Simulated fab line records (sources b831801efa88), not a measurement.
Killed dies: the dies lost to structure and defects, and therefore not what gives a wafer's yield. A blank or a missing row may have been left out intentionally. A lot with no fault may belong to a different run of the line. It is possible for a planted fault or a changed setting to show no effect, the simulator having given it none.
One fault through the eyes of 2 desks / flow gf180mcu / numbers are kept per desk, each desk with only its own; the story behind them comes last

== DESK OF THE TOOL OWNER: rtp_anneal-02 ==
At GF_PSD_RTA_13 (time 20 s), the tool's own readings, given per lot that ran on this tool as the mean of the sampled wafers with a number. If a lot's mean is further than 4 standard deviations from the usual mean, the lot is out of limits and carries the mark OUT (the distance appears in the brackets).
Columns: A = lamp_power_pct at GF_PSD_RTA_13, usual 32 %; B = wafer_temp_C_max at GF_PSD_RTA_13, usual 1029.7
lot=L519; first seen here=day 15 13:01; A=28; B=1028.3
lot=L520; first seen here=day 16 08:36; A=28; B=1028.9
lot=L524; first seen here=day 17 10:39; A=28; B=1028.6
lot=L527; first seen here=day 18 16:50; A=26; B=995.2 (-27) OUT
lot=L528; first seen here=day 18 23:47; A=26; B=995.1 (-27) OUT
Finding of this desk: L527, L528 out of limits; the first was L527 at day 18 16:50, on wafer_temp_C_max at GF_PSD_RTA_13. L519, L520, L524 stayed within limits.

== FROM THE METROLOGY DESK ==
What the gauges read for every lot (on any tool): the sampled wafers with a number, averaged. If a lot's mean is further than 4 standard deviations from the usual mean, the lot is out of limits and carries the mark OUT (the distance appears in the brackets).
Columns: A = NSD_TW at GF_NSD_TW_MEAS_12, usual 4277; B = NSD_RS at GF_PSD_RS_MEAS_14, usual 46.41 ohm/sq; C = PSD_RS at GF_PSD_RS_MEAS_15, usual 108.40 ohm/sq
lot=L515; first seen here=day 13 19:59; A=4286; B=46.36; C=108.19
lot=L519; first seen here=day 14 15:28; A=4284; B=46.41; C=108.42
lot=L520; first seen here=day 15 10:34; A=4243; B=46.51; C=108.77
lot=L522; first seen here=day 15 22:35; A=4279; B=46.49; C=108.35
lot=L524; first seen here=day 16 12:13; A=4292; B=46.51; C=108.72
lot=L527; first seen here=day 17 16:34; A=4303; B=50.62 (+48) OUT; C=131.42 (+79) OUT
lot=L528; first seen here=day 17 22:56; A=4265; B=50.72 (+49) OUT; C=131.73 (+80) OUT
lot=L529; first seen here=day 18 06:47; A=4255; B=46.40; C=108.62
lot=L533; first seen here=day 19 21:07; A=4265; B=46.49; C=108.70
lot=L536; first seen here=day 20 19:38; A=4292; B=46.26; C=107.76
lot=L537; first seen here=day 20 23:09; A=4307; B=46.38; C=108.39
lot=L538; first seen here=day 21 09:57; A=4271; B=46.38; C=108.42
This desk's result: L527, L528 out of limits, first on L527 (NSD_RS at GF_PSD_RS_MEAS_14), day 18 16:55. L515, L519, L520, L522, L524, L529, L533, L536, L537, L538 stayed within limits.

== ALL TOGETHER ==
On L527, L528, at day 18 16:50, an alarm was possible from the tool owner's desk.
On L527, L528, the metrology desk was in a position to raise an alarm at day 18 16:55.
Of the lots named, all ran GF_PSD_RTA_13 on rtp_anneal-02.

== WHAT HAD BEEN PUT IN BY THE SIMULATOR ==
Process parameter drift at GF_PSD_RTA_13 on rtp_anneal-02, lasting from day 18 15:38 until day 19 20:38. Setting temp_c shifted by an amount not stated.
Shown lots that were struck: L527, L528.
Delay (hours) between the fault's onset and each desk's first out-of-limits reading: 1 at the tool owner's desk, 1 at the metrology desk.
